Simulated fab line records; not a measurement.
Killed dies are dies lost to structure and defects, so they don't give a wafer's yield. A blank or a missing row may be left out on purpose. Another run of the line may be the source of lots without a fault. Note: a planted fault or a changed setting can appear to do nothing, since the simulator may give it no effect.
One fault through the eyes of 2 desks | flow gf180mcu | only its own numbers are on each desk; what lay behind them is given at the end

== METROLOGY DESK ==
Lot by lot, what the gauges showed, no matter which tool ran the lot: averages of those sampled wafers that carry a number. Any lot whose mean is over 4 standard deviations away from the usual mean is out of limits and marked OUT; that distance is given in the brackets.
Columns: A = HV_LDD_4_TW at GF_HV_LDD_TW_MEAS_50, usual 568; B = CONTACT_CVD_02_THK at GF_CONTACT_THK_MEAS_03, usual 856 nm
lot  | first seen here | A   | B
L200 | day 12 08:40    | 570 | 858
L201 | day 12 18:39    | 574 | 849
L203 | day 13 06:51    | 550 | 842
L204 | day 13 18:27    | 563 | 848
L212 | day 16 10:55    | 560 | 870
L214 | day 17 11:15    | 567 | 857
L215 | day 17 11:23    | 569 | 849
L216 | day 17 21:04    | 568 | 854
L217 | day 18 06:12    | 569 | 856
L218 | day 18 15:49    | 573 | 863
L220 | day 19 02:16    | 558 | 862
L221 | day 19 10:57    | 569 | 858
L222 | day 19 15:49    | 568 | 854
Result from this desk: across the 13 lots, nothing is out of limits.

== DESK OF THE TOOL OWNER: implanter-04 ==
GF_HV_LDD_IMPLANT_48, tool's own readings: per-lot mean of the sampled wafers with a number, covering each lot this tool ran. Any lot whose mean is over 4 standard deviations away from the usual mean is out of limits and marked OUT; that distance is given in the brackets.
Columns: A = dose_ions_cm2 at GF_HV_LDD_IMPLANT_48, usual 3e+13
lot  | first seen here | A
L200 | day 12 08:25    | 3e+13
L201 | day 12 18:24    | 3e+13
L203 | day 13 06:36    | 3e+13 (-38) OUT
L204 | day 13 18:12    | 3e+13 (-37) OUT
L214 | day 17 11:02    | 3e+13
L216 | day 17 20:50    | 3e+13
L218 | day 18 15:31    | 3e+13
L220 | day 19 02:01    | 3e+13
L221 | day 19 10:42    | 3e+13
L222 | day 19 15:34    | 3e+13
This desk finds L203, L204 out of limits, L203 being first, at day 13 06:36 (dose_ions_cm2 at GF_HV_LDD_IMPLANT_48). L200, L201, L214, L216, L218, L220, L221, L222 stayed within limits.

== PUT TOGETHER ==
An alarm could have come from the tool owner's desk at day 13 06:36, on L203, L204.
The metrology desk saw nothing out of limits.
The metrology desk holds a record of L203, L204, inside its limits.
On implanter-04, each named lot ran GF_HV_LDD_IMPLANT_48.

== WHAT THE SIMULATOR HAD INSERTED ==
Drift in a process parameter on implanter-04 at GF_HV_LDD_IMPLANT_48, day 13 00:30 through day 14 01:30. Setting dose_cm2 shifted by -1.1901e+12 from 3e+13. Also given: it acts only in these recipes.
Lots struck among those shown: L203, L204.
Each desk's first reading out of limits, in hours after the fault started: the tool owner's desk, 6.
